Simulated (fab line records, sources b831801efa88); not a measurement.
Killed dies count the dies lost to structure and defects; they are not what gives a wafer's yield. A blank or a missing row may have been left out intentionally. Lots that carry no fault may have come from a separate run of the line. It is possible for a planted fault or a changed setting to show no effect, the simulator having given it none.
Chamber matching	flow gf180mcu	GF_V3_CMP_04 on cmp-01 has 4 sister chambers
The step polishes SiO2. 8 wafers are shown with their chamber, then 10 later ones without.

== EACH WAFER AND ITS CHAMBER ==
wafer	chamber	motor current A (A)	time to endpoint s (s)
L195.2	3	14.1	75
L197.2	3	13.4	75
L199.3	0	13.1	82
L209.3	0	12.3	86
L209.5	2	12.3	82
L209.6	1	12.6	90
L210.1	1	12.1	77
L210.2	2	12.4	77

== WAFERS WITHOUT THEIR CHAMBER ==
wafer	motor current A (A)	time to endpoint s (s)
L210.3	13.8	77
L213.2	12.6	81
L213.5	11.8	82
L213.6	13.6	87
L214.2	12.6	84
L214.4	12.8	89
L214.5	12.7	93
L215.2	13.4	82
L215.3	14.0	81
L215.5	12.8	83

== CHAMBER TAKEN BY EACH ==
wafer	from the rows above	in truth
L210.3	3	3
L213.2	can't be placed: 0 or 2 or 1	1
L213.5	can't be placed: 1 or 2 or 0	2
L213.6	can't be placed: 0 or 3 or 1 or 2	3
L214.2	can't be placed: 0 or 1 or 2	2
L214.4	can't be placed: 0 or 1 or 2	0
L214.5	can't be placed: 0 or 1 or 2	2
L215.2	can't be placed: 3 or 0 or 1 or 2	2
L215.3	can't be placed: 3 or 0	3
L215.5	can't be placed: 0 or 1 or 2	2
Placed correctly: 1 of 10. From these rows, 9 cannot be placed; in 9 the true chamber is one of the candidates. Number placed wrongly: 0.
How it was worked out, from the rows above alone: a wafer's distance from a chamber is the root of the sum, over the readings, of the square of ((its reading less the chamber's mean) divided by the reading's scatter). If the next closest chamber is less than 2 further off than the closest, the wafer can't be placed; otherwise it belongs to the closest. Each chamber's mean is taken over the wafers shown for it. The scatter is the square root of a quotient: the sum, over the shown wafers, of each reading's squared deviation from its chamber's mean, divided by wafers minus chambers.
